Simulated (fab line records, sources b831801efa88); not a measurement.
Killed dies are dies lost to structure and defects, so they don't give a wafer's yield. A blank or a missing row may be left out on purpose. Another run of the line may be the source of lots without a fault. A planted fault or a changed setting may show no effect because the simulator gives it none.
fab line records | flow sky130
record: lots: 12 wafers: 36 last_day: 50
route steps=708 shown FIELD_ISO@17 NWELL@63 PAD_OPEN@708
lots with no fault: from the same line, run without faults
start_h: the number of hours between the record's first day and the start of the first shown wafer of the lot | wait_h: how many hours have passed since the lot's step before this one | " same as the row above | L1.1+2: one row covering several wafers at once | - either no value or no given start | * or withheld: withheld | < > ~ a bound
route shown NAME@n: a module of which the file shows steps, and the number in the route of the first | usual: mean/standard deviation taken from wafers without a fault | same: alike in all rows | chamber/n: place in a boat | sites: each site's reading | _std_site: the standard deviation of these | _edge_site: outer sites' mean less inner sites' | radius_mm: for every site, how far away it sits from the centre of the wafer | mask NAME#n: copy n | behind: the last tool/chamber to shape the wafer | hold: why the lot was held/for how many hours/how that ended | device: whichever transistor did not switch (one of n, p or np) | end of line: the same wafers' tests at the end of the route | a step given without rows: its recipe and nothing more | killed: the dies lost at the first sort to structure and to defects; this is not the yield of the wafer | map: dies across one wafer; x = killed, . = not, _ = none there
set.NAME: the run value of the setting; set.NAME@STEP: its run value at that earlier step | model.NAME: the simulator's own value behind a step, which no gauge read
route steps across a sampled set of lots; one table per step, one row per wafer
services: when a tool's chamber went out of use (start_h, in hours from the record's first day, below 0 if earlier), for how many hours, and the reason
== steps ==
step: SKY_FIELD_ISO_STRIP_16
recipe: chemistry: O2/N2 power_w: 1400 pressure_mtorr: 1500 platen_temp_c: withheld o2_flow_sccm: 3000 n2_flow_sccm: 300 overash_fraction: 0.5
usual: drypump_motor_current_A: 5.87/0.11 oes_product_au: 0.377/0.0049 strip_time_to_endpoint_s: 3.55/0.049
columns lot.wafer tool chamber start_h wait_h drypump_motor_current_A oes_product_au rf_hours_counter_h strip_time_to_endpoint_s
L431.1 plasma_asher-02 0 28.49 0.0 6.11 0.368 19 3.52
L431.2 " 1 " " 5.71 0.382 19 3.46
L431.3 " 1 " " 5.70 0.374 - 3.52
L432.1 plasma_asher-02 1 31.59 0.0 5.71 0.385 20 3.53
L432.4 " 1 " " 5.72 0.372 - 3.53
L432.5 " 0 " " 6.04 0.380 - 3.59
L434.1 plasma_asher-03 1 45.84 0.0 5.85 0.378 37 3.55
L434.4 " 0 " " 5.94 0.365 - 3.51
L434.5 " 0 " " 5.96 0.374 - 3.55
L435.3 plasma_asher-03 0 50.95 0.1 5.98 0.380 - 3.53
L435.5 " 1 " " 5.85 0.375 - 3.56
L435.6 " 0 " " 5.97 0.376 - 3.52
L441.2 plasma_asher-02 1 83.22 0.0 5.70 0.377 24 3.63
L441.3 " 1 " " 5.70 0.377 - 3.49
L441.4 " 0 " " 6.05 0.379 - 3.58
L442.2 plasma_asher-02 1 86.48 0.0 5.69 0.376 25 3.48
L442.3 " 1 " " 5.71 0.377 - 3.56
L442.5 " 1 " " 5.68 0.372 - 3.50
L445.2 plasma_asher-01 0 102.29 0.0 5.82 0.383 43 3.51
L445.4 " 0 " " 5.88 0.384 - 3.50
L445.6 " 1 " " 5.80 0.375 - 3.60
L448.1 plasma_asher-03 1 116.59 0.0 5.87 0.385 43 3.62
L448.3 " 1 " " 5.85 0.377 - 3.50
L448.4 " 0 " " 5.99 0.383 - 3.53
L450.3 plasma_asher-02 1 127.05 0.1 5.71 0.387 - 3.65
L450.4 " 0 " " 6.05 0.370 - 3.53
L450.5 " 0 " " 6.10 0.383 - 3.65
L451.2 plasma_asher-02 1 133.27 0.0 5.71 0.387 30 3.54
L451.4 " 0 " " 6.05 0.385 - 3.51
L451.5 " 0 " " 6.00 0.371 - 3.52
L453.2 plasma_asher-03 0 143.99 0.0 5.99 0.383 46 3.62
L453.3 " 0 " " 5.96 0.380 - 3.61
L453.4 " 1 " " 5.87 0.376 - 3.57
L454.2 plasma_asher-03 1 148.77 0.0 5.87 0.372 47 3.56
L454.4 " 1 " " 5.86 0.371 - 3.59
L454.6 " 1 " " 5.87 0.377 - 3.56
step: SKY_NWELL_OVL_MEAS_10
usual: NWELL_00_OVL: 1.6/1.8
columns lot.wafer tool chamber start_h wait_h NWELL_00_OVL[nm]
L431.1 overlay-01 - 91.35 - 3.9
L431.2 " - " " 0.9
L431.3 " - " " 4.0
L432.1 overlay-02 - 92.56 - 3.0
L432.4 " - " " 3.0
L432.5 " - " " 2.7
L434.1 overlay-01 - 104.01 - 3.5
L434.4 " - " " 2.9
L434.5 " - " " -0.2
L435.3 overlay-01 - 109.02 - 1.9
L435.5 " - " " 1.8
L435.6 " - " " 2.3
L441.2 overlay-02 - 145.36 - 0.1
L441.3 " - " " -0.2
L441.4 " - " " -0.4
L442.2 overlay-02 - 148.91 - 2.4
L442.3 " - " " 3.7
L442.5 " - " " 2.4
L445.2 overlay-02 - 167.56 - -0.9
L445.4 " - " " -1.4
L445.6 " - " " -0.1
L448.1 overlay-01 - 184.10 - 5.0
L448.3 " - " " 3.0
L448.4 " - " " 3.5
L450.3 overlay-01 - 197.26 - 0.1
L450.4 " - " " 2.0
L450.5 " - " " 2.2
L451.2 overlay-02 - 201.75 - -0.2
L451.4 " - " " 2.2
L451.5 " - " " 0.0
L453.2 overlay-01 - 213.16 - 1.9
L453.3 " - " " 0.7
L453.4 " - " " -0.2
L454.2 overlay-01 - 219.91 - 0.4
L454.4 " - " " 0.4
L454.6 " - " " 0.5
step: SKY_NWELL_IMPLANT_11
recipe: species: P energy_kev: 400 dose_cm2: 1.9e+13 tilt_deg: withheld
usual: dose_ions_cm2: 1.9001e+13/2e+10 faraday_current_uA: 107.2/2
columns lot.wafer tool chamber start_h wait_h dose_ions_cm2 faraday_current_uA
L431.1 implanter-02 0 91.38 0.0 1.9011e+13 105.3
L431.2 " 0 " " 1.8979e+13 107.3
L431.3 " 0 " " 1.9019e+13 106.0
L432.1 implanter-02 0 92.59 0.0 1.9045e+13 109.7
L432.4 " 0 " " 1.8986e+13 110.5
L432.5 " 0 " " 1.9032e+13 107.8
L434.1 implanter-04 0 104.04 0.0 1.8988e+13 107.7
L434.4 " 0 " " 1.901e+13 106.2
L434.5 " 0 " " 1.8978e+13 108.9
L435.3 implanter-02 0 109.09 0.1 1.8977e+13 109.1
L435.5 " 0 " " 1.9019e+13 108.5
L435.6 " 0 " " 1.8945e+13 105.8
L441.2 implanter-03 0 145.41 0.0 1.0888e+13 62.6
L441.3 " 0 " " 1.0888e+13 59.9
L441.4 " 0 " " 1.0897e+13 62.2
L442.2 implanter-03 0 148.96 0.0 1.0911e+13 63.4
L442.3 " 0 " " 1.0889e+13 61.9
L442.5 " 0 " " 1.0889e+13 62.2
L445.2 implanter-02 0 167.61 0.0 1.9011e+13 107.3
L445.4 " 0 " " 1.9001e+13 108.6
L445.6 " 0 " " 1.8949e+13 107.4
L448.1 implanter-02 0 184.13 0.0 1.8975e+13 106.3
L448.3 " 0 " " 1.901e+13 110.8
L448.4 " 0 " " 1.8975e+13 110.7
L450.3 implanter-02 0 197.41 0.1 1.9e+13 108.7
L450.4 " 0 " " 1.8985e+13 105.2
L450.5 " 0 " " 1.8962e+13 110.9
L451.2 implanter-04 0 201.81 0.0 1.9028e+13 105.9
L451.4 " 0 " " 1.901e+13 111.1
L451.5 " 0 " " 1.9004e+13 107.5
L453.2 implanter-04 0 213.21 0.0 1.9022e+13 104.5
L453.3 " 0 " " 1.8998e+13 106.6
L453.4 " 0 " " 1.8992e+13 109.3
L454.2 implanter-04 0 219.97 0.0 1.901e+13 110.1
L454.4 " 0 " " 1.9022e+13 110.6
L454.6 " 0 " " 1.8992e+13 108.9
step: SKY_NWELL_TW_MEAS_15
usual: NWELL_TW: 1816/17
columns lot.wafer tool chamber start_h wait_h NWELL_TW
L431.1 film_metro-04 - 91.93 0.1 1828
L431.2 " - " " 1814
L431.3 " - " " 1828
L432.1 film_metro-03 - 93.14 0.1 1820
L432.4 " - " " 1832
L432.5 " - " " 1822
L434.1 film_metro-02 - 104.59 0.1 1784
L434.4 " - " " 1789
L434.5 " - " " 1789
L435.3 film_metro-04 - 109.61 0.1 1827
L435.5 " - " " 1833
L435.6 " - " " 1820
L441.2 film_metro-04 - 145.95 0.1 1536
L441.3 " - " " 1533
L441.4 " - " " 1540
L442.2 film_metro-04 - 149.50 0.1 1541
L442.3 " - " " 1530
L442.5 " - " " 1544
L445.2 film_metro-02 - 168.15 0.1 1794
L445.4 " - " " 1797
L445.6 " - " " 1797
L448.1 film_metro-02 - 184.68 0.1 1789
L448.3 " - " " 1788
L448.4 " - " " 1782
L450.3 film_metro-04 - 197.93 0.1 1829
L450.4 " - " " 1826
L450.5 " - " " 1828
L451.2 film_metro-04 - 202.34 0.1 1836
L451.4 " - " " 1838
L451.5 " - " " 1822
L453.2 film_metro-02 - 213.75 0.1 1797
L453.3 " - " " 1807
L453.4 " - " " 1791
L454.2 film_metro-03 - 220.50 0.1 1827
L454.4 " - " " 1823
L454.6 " - " " 1819
step: SKY_NWELL_TW_MEAS_26
usual: NWELL_2_TW: 495/5.4
columns lot.wafer tool chamber start_h wait_h NWELL_2_TW
L431.1 film_metro-04 - 109.29 0.1 500
L431.2 " - " " 502
L431.3 " - " " 498
L432.1 film_metro-04 - 111.64 0.1 502
L432.4 " - " " 501
L432.5 " - " " 500
L434.1 film_metro-03 - 123.13 0.1 500
L434.4 " - " " 499
L434.5 " - " " 500
L435.3 film_metro-03 - 128.01 0.1 500
L435.5 " - " " 497
L435.6 " - " " 498
L441.2 film_metro-03 - 166.29 0.1 496
L441.3 " - " " 498
L441.4 " - " " 498
L442.2 film_metro-04 - 170.00 0.1 499
L442.3 " - " " 499
L442.5 " - " " 498
L445.2 film_metro-02 - 189.70 0.1 488
L445.4 " - " " 487
L445.6 " - " " 490
L448.1 film_metro-03 - 206.44 0.1 500
L448.3 " - " " 500
L448.4 " - " " 498
L450.3 film_metro-04 - 219.31 0.1 501
L450.4 " - " " 498
L450.5 " - " " 502
L451.2 film_metro-02 - 224.45 0.1 484
L451.4 " - " " 488
L451.5 " - " " 485
L453.2 film_metro-03 - 236.44 0.1 501
L453.3 " - " " 499
L453.4 " - " " 498
L454.2 film_metro-02 - 243.75 0.1 486
L454.4 " - " " 485
L454.6 " - " " 486
step: SKY_NWELL_RS_MEAS_29
recipe: thk_meas_gauge: four-point-probe
usual: NWELL_RS: 625.1/1.6
columns lot.wafer tool chamber start_h wait_h NWELL_RS[ohm/sq]
L431.1 film_metro-02 - 109.50 0.1 623.3
L431.2 " - " " 622.4
L431.3 " - " " 624.5
L432.1 film_metro-02 - 111.85 0.1 623.7
L432.4 " - " " 623.9
L432.5 " - " " 626.8
L434.1 film_metro-03 - 123.35 0.1 624.5
L434.4 " - " " 626.6
L434.5 " - " " 624.8
L435.3 film_metro-03 - 128.25 0.1 626.4
L435.5 " - " " 625.7
L435.6 " - " " 624.0
L441.2 film_metro-03 - 166.51 0.1 844.5
L441.3 " - " " 842.9
L441.4 " - " " 840.8
L442.2 film_metro-04 - 170.22 0.1 838.6
L442.3 " - " " 841.2
L442.5 " - " " 835.7
L445.2 film_metro-03 - 189.92 0.1 626.3
L445.4 " - " " 626.4
L445.6 " - " " 626.9
L448.1 film_metro-03 - 206.66 0.1 626.6
L448.3 " - " " 629.9
L448.4 " - " " 627.6
L450.3 film_metro-02 - 219.54 0.1 625.0
L450.4 " - " " 624.4
L450.5 " - " " 624.8
L451.2 film_metro-04 - 224.67 0.1 626.2
L451.4 " - " " 626.4
L451.5 " - " " 627.0
L453.2 film_metro-04 - 236.66 0.1 624.8
L453.3 " - " " 623.3
L453.4 " - " " 624.3
L454.2 film_metro-04 - 243.97 0.1 624.0
L454.4 " - " " 625.9
L454.6 " - " " 624.5
step: SKY_PAD_OPEN_PROBE_99
usual: killed_at_M0_to_M3: 41/6.2 killed_at_M4_up: 3.0/1.7 killed_at_contacts: 25/5.8 killed_at_front_end: 16/4.5 killed_at_other: 0.2/0.42 killed_dies: 85/8.4 killed_open: 46/5.9 killed_short: 39/6.3
same: gross_dies: 492 killed_at_back_side: 0
columns lot.wafer tool chamber start_h wait_h killed_at_M0_to_M3 killed_at_M4_up killed_at_contacts killed_at_front_end killed_at_other killed_dies killed_open killed_short
L431.1 prober-02 - 1083.19 0.1 49 5 10 14 0 78 43 35
L431.2 prober-02 - 1083.24 0.1 38 2 31 30 0 101 63 38
L431.3 prober-02 - 1083.29 0.2 35 2 19 19 0 75 43 32
L432.1 prober-01 - 1088.66 0.1 39 4 24 12 1 80 55 25
L432.4 prober-01 - 1088.81 0.2 36 5 28 7 0 76 35 41
L432.5 prober-01 - 1088.86 0.2 28 6 26 13 0 73 35 38
L434.1 prober-01 - 1102.48 0.1 35 7 40 7 1 90 54 36
L434.4 prober-01 - 1102.63 0.2 36 1 24 13 0 74 42 32
L434.5 prober-01 - 1102.68 0.2 37 4 35 13 0 89 56 33
L435.3 prober-02 - 1104.37 0.2 30 0 14 17 0 61 37 24
L435.5 prober-02 - 1104.47 0.2 43 7 29 9 0 88 56 32
L435.6 prober-02 - 1104.52 0.2 36 2 26 20 0 84 40 44
L441.2 prober-02 - 1142.82 0.1 52 0 23 30 0 105 54 51
L441.3 prober-02 - 1142.87 0.2 50 3 24 12 0 89 45 43
L441.4 prober-02 - 1142.92 0.2 41 3 19 19 0 82 37 44
L442.2 prober-01 - 1146.01 0.1 44 1 19 13 1 78 47 31
L442.3 prober-01 - 1146.06 0.2 42 6 15 25 0 88 47 41
L442.5 prober-01 - 1146.16 0.2 39 3 24 15 0 81 40 41
L445.2 prober-02 - 1161.86 0.1 50 2 26 15 0 93 50 43
L445.4 prober-02 - 1161.96 0.2 35 3 28 14 0 80 47 33
L445.6 prober-02 - 1162.06 0.2 38 3 30 15 0 86 43 43
L448.1 prober-01 - 1177.33 0.1 48 3 30 16 0 97 49 48
L448.3 prober-01 - 1177.43 0.2 49 3 28 18 0 98 50 47
L448.4 prober-01 - 1177.48 0.2 46 2 32 11 0 91 48 43
L451.2 prober-01 - 1187.02 0.1 33 6 20 20 0 79 37 42
L451.4 prober-01 - 1187.12 0.2 42 3 25 10 0 80 44 36
L451.5 prober-01 - 1187.17 0.2 39 6 20 20 0 85 35 48
L450.3 prober-02 - 1187.42 0.2 41 3 32 21 0 97 55 42
L450.4 prober-02 - 1187.47 0.2 48 3 15 18 0 84 48 36
L450.5 prober-02 - 1187.52 0.2 40 3 23 16 0 82 49 33
L453.2 prober-02 - 1197.39 0.1 49 2 15 15 0 81 50 30
L453.3 prober-02 - 1197.44 0.2 36 2 24 17 0 79 46 33
L453.4 prober-02 - 1197.49 0.2 36 0 26 12 0 74 45 28
L454.2 prober-01 - 1202.86 0.1 45 4 15 11 0 75 41 34
L454.4 prober-01 - 1202.96 0.2 34 2 27 14 0 77 45 32
L454.6 prober-01 - 1203.06 0.2 38 6 20 16 0 80 39 41
killed by level:class
L431.1 VIA1:geometric_particle:open=14 VIA2:geometric_particle:open=7 VIA1:geometric_particle:short=6 METAL2:geometric_particle:short=6 FIELD_ISO:geometric_particle:open=5 VIA3:geometric_particle:open=5 FIELD_ISO:geometric_particle:short=4 METAL1:geometric_particle:short=4
L431.2 CONTACT:geometric_particle:open=13 VIA1:geometric_particle:open=12 LI_CONTACT:geometric_particle:open=8 FIELD_ISO:geometric_particle:open=7 POLY_GATE:geometric_particle:short=7 VIA2:geometric_particle:open=6 POLY_GATE:geometric_particle:open=5 LOCAL_INTERCONNECT:geometric_particle:short=5
L431.3 VIA3:geometric_particle:open=8 CONTACT:geometric_particle:open=7 POLY_GATE:geometric_particle:open=7 METAL2:geometric_particle:short=7 LOCAL_INTERCONNECT:geometric_particle:short=5 VIA2:geometric_particle:open=5 FIELD_ISO:geometric_particle:open=4 FIELD_ISO:geometric_particle:short=4
L432.1 VIA1:geometric_particle:open=16 CONTACT:geometric_particle:open=11 VIA2:geometric_particle:open=5 FIELD_ISO:geometric_particle:open=3 POLY_GATE:geometric_particle:open=3 LI_CONTACT:geometric_particle:open=3 LOCAL_INTERCONNECT:geometric_particle:short=3 LOCAL_INTERCONNECT:geometric_particle:open=3
L432.4 CONTACT:geometric_particle:open=11 VIA2:geometric_particle:open=9 CONTACT:geometric_particle:short=8 VIA1:geometric_particle:open=7 METAL2:geometric_particle:short=6 VIA2:geometric_particle:short=5 LOCAL_INTERCONNECT:geometric_particle:short=4 LI_CONTACT:geometric_particle:short=3
L432.5 CONTACT:geometric_particle:open=11 CONTACT:geometric_particle:short=5 LI_CONTACT:geometric_particle:open=4 LOCAL_INTERCONNECT:geometric_particle:short=4 VIA1:geometric_particle:short=4 VIA3:geometric_particle:short=4 VIA1:geometric_particle:open=4 FIELD_ISO:geometric_particle:short=3
L434.1 CONTACT:geometric_particle:open=13 LI_CONTACT:geometric_particle:open=10 VIA1:geometric_particle:open=10 VIA2:geometric_particle:open=9 CONTACT:geometric_particle:short=7 LOCAL_INTERCONNECT:geometric_particle:short=6 FIELD_ISO:geometric_particle:short=4 METAL4:geometric_particle:short=4
L434.4 VIA1:geometric_particle:open=9 CONTACT:geometric_particle:open=8 LI_CONTACT:geometric_particle:open=6 METAL1:geometric_particle:short=6 LOCAL_INTERCONNECT:geometric_particle:short=5 VIA3:geometric_particle:open=5 METAL3:geometric_particle:short=4 POLY_GATE:geometric_particle:open=3
L434.5 CONTACT:geometric_particle:open=12 LI_CONTACT:geometric_particle:open=10 VIA3:geometric_particle:open=10 CONTACT:geometric_particle:short=7 METAL1:geometric_particle:short=6 FIELD_ISO:geometric_particle:open=5 VIA1:geometric_particle:open=5 VIA3:geometric_particle:short=4
L435.3 FIELD_ISO:geometric_particle:open=8 VIA3:geometric_particle:open=6 VIA2:geometric_particle:open=6 CONTACT:geometric_particle:open=5 VIA1:geometric_particle:short=5 FIELD_ISO:geometric_particle:short=4 LI_CONTACT:geometric_particle:open=3 LOCAL_INTERCONNECT:geometric_particle:short=3
L435.5 CONTACT:geometric_particle:open=13 VIA1:geometric_particle:open=11 VIA2:geometric_particle:open=9 CONTACT:geometric_particle:short=9 VIA3:geometric_particle:open=4 VIA1:geometric_particle:short=4 LI_CONTACT:geometric_particle:open=3 METAL2:geometric_particle:short=3
L435.6 CONTACT:geometric_particle:short=11 VIA3:geometric_particle:open=8 CONTACT:geometric_particle:open=7 FIELD_ISO:geometric_particle:open=6 FIELD_ISO:geometric_particle:short=6 METAL2:geometric_particle:short=5 VIA2:geometric_particle:open=5 VIA1:geometric_particle:short=4
L441.2 METAL1:geometric_particle:short=10 VIA1:geometric_particle:open=9 VIA2:geometric_particle:open=9 FIELD_ISO:geometric_particle:short=7 POLY_GATE:geometric_particle:short=7 POLY_GATE:geometric_particle:open=6 CONTACT:geometric_particle:open=6 VIA3:geometric_particle:open=6
L441.3 VIA1:geometric_particle:open=16 CONTACT:geometric_particle:open=8 POLY_GATE:geometric_particle:open=6 VIA1:geometric_particle:short=6 LOCAL_INTERCONNECT:geometric_particle:short=5 METAL2:geometric_particle:short=5 CONTACT:geometric_particle:short=4 METAL1:geometric_particle:short=4
L441.4 VIA1:geometric_particle:open=9 VIA1:geometric_particle:short=8 VIA3:geometric_particle:open=6 FIELD_ISO:geometric_particle:open=5 CONTACT:geometric_particle:short=5 CONTACT:geometric_particle:open=5 METAL2:geometric_particle:short=5 FIELD_ISO:geometric_particle:short=4
L442.2 VIA1:geometric_particle:open=13 CONTACT:geometric_particle:open=7 LI_CONTACT:geometric_particle:open=5 METAL1:geometric_particle:short=5 METAL2:geometric_particle:short=5 FIELD_ISO:geometric_particle:short=4 VIA3:geometric_particle:open=4 VIA2:geometric_particle:open=4
L442.3 VIA1:geometric_particle:open=12 FIELD_ISO:geometric_particle:open=8 FIELD_ISO:geometric_particle:short=6 METAL2:geometric_particle:short=6 LI_CONTACT:geometric_particle:open=5 CONTACT:geometric_particle:short=5 VIA3:geometric_particle:open=5 VIA1:geometric_particle:short=4
L442.5 VIA1:geometric_particle:open=11 FIELD_ISO:geometric_particle:short=7 VIA3:geometric_particle:open=7 LI_CONTACT:geometric_particle:open=6 CONTACT:geometric_particle:short=5 CONTACT:geometric_particle:open=5 METAL2:geometric_particle:short=5 LOCAL_INTERCONNECT:geometric_particle:short=4
L445.2 VIA1:geometric_particle:open=15 VIA3:geometric_particle:open=10 CONTACT:geometric_particle:open=9 LI_CONTACT:geometric_particle:open=7 VIA2:geometric_particle:open=5 CONTACT:geometric_particle:short=5 METAL1:geometric_particle:short=5 METAL2:geometric_particle:short=5
L445.4 CONTACT:geometric_particle:open=16 VIA1:geometric_particle:open=9 LI_CONTACT:geometric_particle:open=7 METAL2:geometric_particle:short=7 LOCAL_INTERCONNECT:geometric_particle:short=4 POLY_GATE:geometric_particle:open=3 METAL1:geometric_particle:short=3 METAL3:geometric_particle:short=3
L445.6 VIA1:geometric_particle:open=11 CONTACT:geometric_particle:open=9 LI_CONTACT:geometric_particle:open=8 CONTACT:geometric_particle:short=6 LI_CONTACT:geometric_particle:short=5 VIA3:geometric_particle:open=5 POLY_GATE:geometric_particle:open=4 POLY_GATE:geometric_particle:short=4
L448.1 CONTACT:geometric_particle:short=10 VIA2:geometric_particle:open=9 VIA3:geometric_particle:open=8 VIA3:geometric_particle:short=8 CONTACT:geometric_particle:open=7 VIA1:geometric_particle:open=7 VIA1:geometric_particle:short=5 LI_CONTACT:geometric_particle:short=5
L448.3 CONTACT:geometric_particle:open=11 METAL2:geometric_particle:short=9 LI_CONTACT:geometric_particle:open=8 VIA3:geometric_particle:open=7 VIA3:geometric_particle:short=6 METAL1:geometric_particle:short=6 METAL3:geometric_particle:short=5 CONTACT:geometric_particle:short=5
L448.4 CONTACT:geometric_particle:open=12 CONTACT:geometric_particle:short=9 METAL1:geometric_particle:short=9 VIA3:geometric_particle:open=8 VIA2:geometric_particle:open=7 METAL2:geometric_particle:short=6 VIA1:geometric_particle:open=6 FIELD_ISO:geometric_particle:short=5
L451.2 CONTACT:geometric_particle:open=10 VIA3:geometric_particle:open=7 METAL4:geometric_particle:short=6 POLY_GATE:geometric_particle:open=5 METAL2:geometric_particle:short=5 FIELD_ISO:geometric_particle:short=4 POLY_GATE:geometric_particle:short=4 VIA2:geometric_particle:short=4
L451.4 CONTACT:geometric_particle:open=11 VIA1:geometric_particle:open=10 VIA3:geometric_particle:open=8 METAL1:geometric_particle:short=7 CONTACT:geometric_particle:short=5 VIA2:geometric_particle:open=5 FIELD_ISO:geometric_particle:open=3 FIELD_ISO:geometric_particle:short=3
L451.5 FIELD_ISO:geometric_particle:short=7 VIA2:geometric_particle:short=7 POLY_GATE:geometric_particle:short=6 CONTACT:geometric_particle:open=6 CONTACT:geometric_particle:short=5 VIA1:geometric_particle:open=5 VIA2:geometric_particle:open=5 POLY_GATE:geometric_particle:open=4
L450.3 CONTACT:geometric_particle:open=13 LI_CONTACT:geometric_particle:open=10 VIA1:geometric_particle:open=10 POLY_GATE:geometric_particle:open=7 VIA1:geometric_particle:short=7 METAL2:geometric_particle:short=6 FIELD_ISO:geometric_particle:short=5 VIA2:geometric_particle:open=5
L450.4 VIA3:geometric_particle:open=13 VIA1:geometric_particle:open=11 POLY_GATE:geometric_particle:open=7 CONTACT:geometric_particle:open=6 METAL2:geometric_particle:short=5 VIA1:geometric_particle:short=4 CONTACT:geometric_particle:short=4 METAL3:geometric_particle:short=4
L450.5 VIA1:geometric_particle:open=12 CONTACT:geometric_particle:open=9 FIELD_ISO:geometric_particle:short=7 LI_CONTACT:geometric_particle:open=6 VIA2:geometric_particle:open=6 VIA3:geometric_particle:open=6 FIELD_ISO:geometric_particle:open=4 CONTACT:geometric_particle:short=4
L453.2 VIA1:geometric_particle:open=10 VIA3:geometric_particle:open=9 FIELD_ISO:geometric_particle:open=6 CONTACT:geometric_particle:open=6 LI_CONTACT:geometric_particle:open=5 VIA1:geometric_particle:short=5 VIA2:geometric_particle:open=5 FIELD_ISO:geometric_particle:short=4
L453.3 LI_CONTACT:geometric_particle:open=11 VIA1:geometric_particle:open=7 METAL1:geometric_particle:short=6 CONTACT:geometric_particle:open=5 VIA2:geometric_particle:open=5 CONTACT:geometric_particle:short=4 METAL2:geometric_particle:short=4 VIA3:geometric_particle:open=4
L453.4 CONTACT:geometric_particle:open=10 VIA3:geometric_particle:open=10 LI_CONTACT:geometric_particle:open=7 LOCAL_INTERCONNECT:geometric_particle:short=4 CONTACT:geometric_particle:short=4 METAL2:geometric_particle:short=4 VIA1:geometric_particle:open=4 FIELD_ISO:geometric_particle:short=3
L454.2 VIA1:geometric_particle:open=14 VIA2:geometric_particle:open=7 VIA1:geometric_particle:short=6 POLY_GATE:geometric_particle:short=5 VIA3:geometric_particle:open=5 CONTACT:geometric_particle:open=4 VIA2:geometric_particle:short=4 LI_CONTACT:geometric_particle:short=3
L454.4 CONTACT:geometric_particle:open=11 VIA1:geometric_particle:open=8 VIA3:geometric_particle:open=7 LI_CONTACT:geometric_particle:open=6 VIA2:geometric_particle:open=5 METAL2:geometric_particle:short=5 POLY_GATE:geometric_particle:short=4 VIA1:geometric_particle:short=4
L454.6 VIA1:geometric_particle:open=10 CONTACT:geometric_particle:open=6 FIELD_ISO:geometric_particle:short=5 METAL3:geometric_particle:short=5 METAL2:geometric_particle:short=5 METAL4:geometric_particle:short=5 FIELD_ISO:geometric_particle:open=4 LI_CONTACT:geometric_particle:open=4
== services ==
columns tool chamber start_h hours kind
implanter-03 - 5.73 4.7 pm
implanter-02 - 8.94 4.2 repair
implanter-04 - 9.87 1.5 repair
plasma_asher-02 - 13.10 9.4 repair
implanter-03 - 51.64 0.6 repair
implanter-04 - 64.61 3.6 repair
plasma_asher-03 - 97.22 9.6 repair
plasma_asher-01 - 108.75 9.0 pm
plasma_asher-01 0 108.75 9.0 vent_cycle
plasma_asher-01 1 108.75 9.0 vent_cycle
plasma_asher-01 0 117.75 - clean
plasma_asher-01 1 117.75 - clean
implanter-02 - 121.44 5.8 repair
implanter-04 - 133.73 3.0 repair
plasma_asher-02 - 137.41 11.5 repair
plasma_asher-01 - 146.34 14.6 pm
implanter-04 - 159.19 3.2 repair
plasma_asher-01 - 163.35 1.4 repair
implanter-02 - 171.90 1.0 repair
implanter-02 - 179.34 0.9 repair
implanter-04 - 188.91 3.4 pm
== key ==
first_sign: step: SKY_NWELL_IMPLANT_11 reading: dose_ions_cm2 direction: down sigmas: 99+ usual: * struck: *
effect: step: SKY_NWELL_IMPLANT_11 reading: faraday_current_uA direction: down sigmas: 23 usual: 107.2 struck: 62.0
effect: step: SKY_NWELL_TW_MEAS_15 reading: NWELL_TW direction: down sigmas: 16 usual: 1816 struck: 1537
effect: step: SKY_NWELL_RS_MEAS_29 reading: NWELL_RS direction: up sigmas: 99+ usual: 625.1 struck: 840.6
met_at SKY_NWELL_IMPLANT_11
struck_lots L441,L442
tester_left_out L441,L442
not_acting_at SKY_FIELD_ISO_STRIP_16,SKY_NWELL_OVL_MEAS_10,SKY_NWELL_TW_MEAS_26
fault: kind: process_parameter_drift tool: implanter-03 chamber: - onset_h: 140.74 steps: SKY_NWELL_IMPLANT_11 channel: dose_cm2 offset: * shape: step end_h: 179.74 acts_in: * stated: *
tester_left_out: of these lots the tester's yield and bins aren't shown, on N5 and GAA mostly nor the transistor test; their killed dies are dies lost to structure and defects alone, not to doping, threshold or leakage, so they don't give the yield
